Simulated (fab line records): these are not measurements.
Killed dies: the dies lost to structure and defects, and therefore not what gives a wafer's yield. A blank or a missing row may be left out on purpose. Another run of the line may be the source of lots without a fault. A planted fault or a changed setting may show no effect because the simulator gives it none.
Matching of chambers :: flow gf180mcu :: 4 sister chambers for GF_V3_CMP_04 on cmp-02
The step polishes SiO2. 24 wafers are shown with their chamber, then 12 later ones without.

== WAFERS WITH THEIR CHAMBER ==
wafer: L075.2
chamber: 2
motor current A (A): 12.7
time to endpoint s (s): 84
platen rpm (rpm): 60.05

wafer: L075.3
chamber: 1
motor current A (A): 11.8
time to endpoint s (s): 83
platen rpm (rpm): 60.09

wafer: L075.4
chamber: 3
motor current A (A): 12.3
time to endpoint s (s): 88
platen rpm (rpm): 60.02

wafer: L076.1
chamber: 1
motor current A (A): 12.1
time to endpoint s (s): 89
platen rpm (rpm): 59.90

wafer: L076.3
chamber: 0
motor current A (A): 12.9
time to endpoint s (s): 76
platen rpm (rpm): 59.99

wafer: L076.4
chamber: 2
motor current A (A): 13.5
time to endpoint s (s): 83
platen rpm (rpm): 60.02

wafer: L077.3
chamber: 2
motor current A (A): 13.0
time to endpoint s (s): 80
platen rpm (rpm): 60.00

wafer: L077.4
chamber: 3
motor current A (A): 12.3
time to endpoint s (s): 87
platen rpm (rpm): 60.02

wafer: L077.6
chamber: 3
motor current A (A): 13.5
time to endpoint s (s): 85
platen rpm (rpm): 60.04

wafer: L078.2
chamber: 3
motor current A (A): 12.9
time to endpoint s (s): 82
platen rpm (rpm): 60.00

wafer: L078.5
chamber: 2
motor current A (A): 13.2
time to endpoint s (s): 83
platen rpm (rpm): 59.95

wafer: L078.6
chamber: 3
motor current A (A): 13.4
time to endpoint s (s): 86
platen rpm (rpm): 59.99

wafer: L083.3
chamber: 0
motor current A (A): 12.9
time to endpoint s (s): 79
platen rpm (rpm): 60.06

wafer: L083.5
chamber: 3
motor current A (A): 12.4
time to endpoint s (s): 84
platen rpm (rpm): 59.98

wafer: L083.6
chamber: 0
motor current A (A): 12.5
time to endpoint s (s): 85
platen rpm (rpm): 59.92

wafer: L086.1
chamber: 0
motor current A (A): 11.6
time to endpoint s (s): 71
platen rpm (rpm): 59.98

wafer: L086.3
chamber: 3
motor current A (A): 13.1
time to endpoint s (s): 78
platen rpm (rpm): 60.03

wafer: L086.4
chamber: 2
motor current A (A): 13.6
time to endpoint s (s): 79
platen rpm (rpm): 60.06

wafer: L088.2
chamber: 3
motor current A (A): 13.2
time to endpoint s (s): 75
platen rpm (rpm): 60.00

wafer: L088.3
chamber: 1
motor current A (A): 12.7
time to endpoint s (s): 77
platen rpm (rpm): 59.96

wafer: L088.4
chamber: 0
motor current A (A): 12.0
time to endpoint s (s): 73
platen rpm (rpm): 60.00

wafer: L091.1
chamber: 0
motor current A (A): 12.3
time to endpoint s (s): 68
platen rpm (rpm): 59.93

wafer: L091.2
chamber: 2
motor current A (A): 12.6
time to endpoint s (s): 73
platen rpm (rpm): 59.97

wafer: L091.6
chamber: 0
motor current A (A): 12.7
time to endpoint s (s): 71
platen rpm (rpm): 60.03

SIGNATURES (averages over the wafers above)
reading: motor current A
chamber 0: 12.414
chamber 1: 12.200
chamber 2: 13.100
chamber 3: 12.887
scatter within a chamber: 0.468

reading: time to endpoint s
chamber 0: 74.71
chamber 1: 83.00
chamber 2: 80.33
chamber 3: 83.12
scatter within a chamber: 5.01

reading: platen rpm
chamber 0: 59.9871
chamber 1: 59.9833
chamber 2: 60.0083
chamber 3: 60.0100
scatter within a chamber: 0.0482
Rule: a wafer lies at a distance from a chamber equal to the root of the sum of squares, over the readings, of (its reading less the chamber's mean, divided by the reading's scatter). If the next closest chamber is less than 2 further off than the closest, the wafer can't be placed; otherwise it belongs to the closest. The scatter: take each reading less its chamber's mean, square it, sum over the shown wafers, divide by the number of wafers less the number of chambers, and take the root.

== WAFERS WITH NO CHAMBER GIVEN ==
wafer: L093.1
motor current A (A): 13.4
time to endpoint s (s): 70
platen rpm (rpm): 60.02

wafer: L093.5
motor current A (A): 12.3
time to endpoint s (s): 70
platen rpm (rpm): 60.00

wafer: L093.6
motor current A (A): 11.8
time to endpoint s (s): 75
platen rpm (rpm): 60.01

wafer: L092.1
motor current A (A): 13.0
time to endpoint s (s): 70
platen rpm (rpm): 59.98

wafer: L092.3
motor current A (A): 13.7
time to endpoint s (s): 68
platen rpm (rpm): 59.96

wafer: L092.4
motor current A (A): 12.4
time to endpoint s (s): 73
platen rpm (rpm): 59.99

wafer: L094.3
motor current A (A): 12.7
time to endpoint s (s): 77
platen rpm (rpm): 60.03

wafer: L094.4
motor current A (A): 13.2
time to endpoint s (s): 86
platen rpm (rpm): 60.02

wafer: L094.6
motor current A (A): 13.8
time to endpoint s (s): 80
platen rpm (rpm): 60.00

wafer: L096.1
motor current A (A): 12.2
time to endpoint s (s): 77
platen rpm (rpm): 60.07

wafer: L096.3
motor current A (A): 13.0
time to endpoint s (s): 75
platen rpm (rpm): 60.00

wafer: L096.5
motor current A (A): 13.4
time to endpoint s (s): 79
platen rpm (rpm): 59.95

== CHAMBER TAKEN BY EACH ==
wafer: L093.1
from the rows above: can't be placed: 2 or 0 or 3 or 1
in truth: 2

wafer: L093.5
from the rows above: can't be placed: 0 or 1 or 2 or 3
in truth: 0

wafer: L093.6
from the rows above: can't be placed: 0 or 1 or 3 or 2
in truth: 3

wafer: L092.1
from the rows above: can't be placed: 0 or 2 or 3 or 1
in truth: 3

wafer: L092.3
from the rows above: can't be placed: 2 or 0 or 3 or 1
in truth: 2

wafer: L092.4
from the rows above: can't be placed: 0 or 1 or 2 or 3
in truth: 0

wafer: L094.3
from the rows above: can't be placed: 0 or 2 or 3 or 1
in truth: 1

wafer: L094.4
from the rows above: can't be placed: 3 or 2 or 1 or 0
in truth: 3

wafer: L094.6
from the rows above: can't be placed: 2 or 3 or 0 or 1
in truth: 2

wafer: L096.1
from the rows above: can't be placed: 0 or 1 or 3 or 2
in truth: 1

wafer: L096.3
from the rows above: can't be placed: 2 or 0 or 3 or 1
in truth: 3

wafer: L096.5
from the rows above: can't be placed: 2 or 3 or 0 or 1
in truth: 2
Placed correctly: 0 of 12. Not placeable from these rows: 12 (in 12, the candidates include the true chamber). 0 placed wrongly.
